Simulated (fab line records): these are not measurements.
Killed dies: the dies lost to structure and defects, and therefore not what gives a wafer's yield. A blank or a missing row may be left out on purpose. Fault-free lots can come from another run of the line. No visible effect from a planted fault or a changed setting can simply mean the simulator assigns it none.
A struck lot beside a sound one    flow gf180mcu    31 out of 602 route steps
Sound: the wafers L573.1, L573.2, L573.4. The struck wafers were L561.2, L561.3, L561.5. The cause comes at the end.
Order at every step that has rows: each side's tool, ch and its chambers, its first start. Under that, the readings that differ: sound wafers    struck wafers    difference of the means    sigmas: that difference in standard deviations of wafers without a fault.
alike: same words and numbers on both sides, and readings whose means sit less than 2 such deviations apart. not compared: any withheld reading, any reading some wafer has no value for, any bound like >300 that may hide the same value, and any number with overlapping values for which the record gives no deviation.
The two part at a step that has a row with sigmas, a row that says differs or no value, or rows on one side only. Numbers that don't overlap but have no deviation are shown without sigmas and don't part them. A reading that every wafer of one side lacks parts them only if that side has two wafers or more.

first, 8 steps without rows for these wafers: GF_HV_LDD_SOFTBAKE_42 (time 60 s); GF_HV_LDD_EXPOSE_43 (exposes mask Pplus HV AREA, target cd 400 nm); GF_HV_LDD_PEB_44; GF_HV_LDD_DEVELOP_45 (develop time 60 s); GF_HV_LDD_IMPLANT_48; GF_HV_LDD_STRIP_49 (strips in O2/N2); GF_HV_LDD_CLEAN_51 (cleans in SC1/SC2, time 150 s); GF_HV_LDD_RTA_52 (time 10 s).
GF_HV_LDD_CVD_54: deposits SiO2 from TEOS, target thk 10 nm, time 75 s.
  sound on lpcvd-01 ch 1, day 20 01:08; struck on lpcvd-01 ch 1, day 16 04:59
  alike: susceptorTempC
then, 21 steps without rows for these wafers: GF_HV_LDD_CVD_56 (deposits Si3N4 from DCS/NH3, target thk 90 nm, time 1543 s); GF_HV_LDD_ETCHBACK_58 (etches Si3N4 in CH3F/O2, stops on SiO2, time 100 s, target depth 90 nm); GF_NSD_DEHYDRATE_00 (time 60 s); GF_NSD_HMDS_01 (prime time 60 s); GF_NSD_COAT_02 (resist thk 1000 nm); GF_NSD_SOFTBAKE_03 (time 60 s); GF_NSD_EXPOSE_04 (exposes mask Nplus, target cd 400 nm); GF_NSD_PEB_05; GF_NSD_DEVELOP_06 (develop time 60 s); GF_NSD_IMPLANT_09; GF_NSD_IMPLANT_10; GF_NSD_STRIP_11 (strips in O2/N2); GF_PSD_DEHYDRATE_00 (time 60 s); GF_PSD_HMDS_01 (prime time 60 s); GF_PSD_COAT_02 (resist thk 1000 nm); GF_PSD_SOFTBAKE_03 (time 60 s); GF_PSD_EXPOSE_04 (exposes mask Pplus, target cd 400 nm); GF_PSD_PEB_05; GF_PSD_DEVELOP_06 (develop time 60 s); GF_PSD_IMPLANT_09; GF_PSD_STRIP_10 (strips in O2/N2).
-- the record jumps here: 16 days lie between the struck wafers' starts before and after (it left off in module PSD and takes up again in module PASSIVATION, whose first step shown is number 602 of the route) --
GF_PASSIVATION_PROBE_99:
  only the struck wafers here have rows in the record (prober-01, day 32 09:47); the sound ones have none

WHERE THEY PART
Only at GF_PASSIVATION_PROBE_99, as far as this record shows.

WHY: what had been put in by the simulator
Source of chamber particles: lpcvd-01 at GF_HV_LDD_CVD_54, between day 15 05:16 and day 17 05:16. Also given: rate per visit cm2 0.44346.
